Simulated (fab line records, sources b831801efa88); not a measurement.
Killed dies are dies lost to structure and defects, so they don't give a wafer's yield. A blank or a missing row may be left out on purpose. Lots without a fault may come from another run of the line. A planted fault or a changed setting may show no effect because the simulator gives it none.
Split-lot experiment | flow sky130 | 5 lots, 23 wafers read, on a route of 708 steps

THE SPLIT
At SKY_LI_CONTACT_EXPOSE_09 (exposes mask LICM1, target cd 170 nm), the setting dose_mj was moved away from the recipe's 38 on 8 of the 23 wafers read, by -5.9% to +5.7%. The other wafers ran this setting at the recipe's value.

FROM THE SPLIT TO THE READING: what the file shows between them, 2 steps
- SKY_LI_CONTACT_PEB_10
- SKY_LI_CONTACT_DEVELOP_11: develop time 60 s

THE READING
cd_nm, in nm, at SKY_LI_CONTACT_CD_MEAS_12 (target cd 170 nm). Fault-free wafers of this fab line usually give 169.8 nm, standard deviation 1.4 nm.

wafer  | tool, chamber at the split | dose_mj as run | against the recipe | cd_nm, nm | against lot-mates on the recipe
L077.2 | krf_scanner-02, 0          | 38             | recipe             | 167.9     | -
L077.3 | krf_scanner-02, 0          | 38             | recipe             | 168.6     | -
L077.5 | krf_scanner-02, 0          | 38             | recipe             | 167.2     | -
L080.1 | krf_scanner-01, 0          | 35.77          | -5.9%              | 161.4     | -9.9
L080.2 | krf_scanner-01, 0          | 38             | recipe             | 171.9     | -
L080.3 | krf_scanner-01, 0          | 38             | recipe             | 171.2     | -
L080.5 | krf_scanner-01, 0          | 38             | recipe             | 170.9     | -
L080.6 | krf_scanner-01, 0          | 35.77          | -5.9%              | 161.4     | -9.9
L081.1 | krf_scanner-02, 0          | 38             | recipe             | 170.0     | -
L081.2 | krf_scanner-02, 0          | 38             | recipe             | 172.3     | -
L081.3 | krf_scanner-02, 0          | 38             | recipe             | 170.9     | -
L081.4 | krf_scanner-02, 0          | 38             | recipe             | 171.5     | -
L081.5 | krf_scanner-02, 0          | 38             | recipe             | 170.8     | -
L082.2 | krf_scanner-01, 0          | 38             | recipe             | 169.8     | -
L082.3 | krf_scanner-01, 0          | 36.84          | -3.1%              | 163.9     | -6.0
L082.4 | krf_scanner-01, 0          | 36.84          | -3.1%              | 165.0     | -4.9
L082.5 | krf_scanner-01, 0          | 36.84          | -3.1%              | 164.5     | -5.4
L082.6 | krf_scanner-01, 0          | 38             | recipe             | 170.0     | -
L084.1 | krf_scanner-02, 0          | 40.17          | +5.7%              | 177.5     | +8.6
L084.2 | krf_scanner-02, 0          | 38             | recipe             | 169.3     | -
L084.4 | krf_scanner-02, 0          | 40.17          | +5.7%              | 178.1     | +9.2
L084.5 | krf_scanner-02, 0          | 38             | recipe             | 168.4     | -
L084.6 | krf_scanner-02, 0          | 40.17          | +5.7%              | 179.8     | +10.9

THE FIT
A straight line over all 23 wafers: cd_nm changes by +1.52 nm for each +1% of dose_mj; r = +0.96; the points scatter about the line by 1.3 nm.
The same after taking each lot's own level away (the mean of its wafers on the recipe; 23 wafers): +1.7 nm for each +1%; r = +0.99; scatter 0.64 nm.
On that fit, the largest move of dose_mj shifts the reading by 10 nm.
The lots' own levels span 167.90 to 171.33 nm, that is 2.5 times the standard deviation above.
So the lot-to-lot level changes the slope: the two fits differ.
Check: with one of the wafers moved furthest among these (-5.9%) left out of the fit, the line predicts -10 nm for it against its lot-mates. It came out at -9.93 nm against them.

THE WHOLE CHAIN: every reading that the file lists as answering this split, in the file's order
step                      | what it does                                                         | reading                                                           | change (the file's fit)              | r (the file's)
SKY_LI_CONTACT_CD_MEAS_12 | target cd 170 nm                                                     | cd_nm                                                             | +1.7 nm for each +1% of the setting  | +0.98
SKY_LI_CONTACT_ETCH_14    | etches BARC in N2/H2, stops on SiO2, time 45.9 s, target depth 60 nm | LI_CONTACT.cd_nm (the simulator's own value, which no gauge read) | +1.67 nm for each +1% of the setting | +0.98

THE FILE'S OWN FIT
cd_nm changes by +1.7 nm for each +1% of dose_mj, r = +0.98.
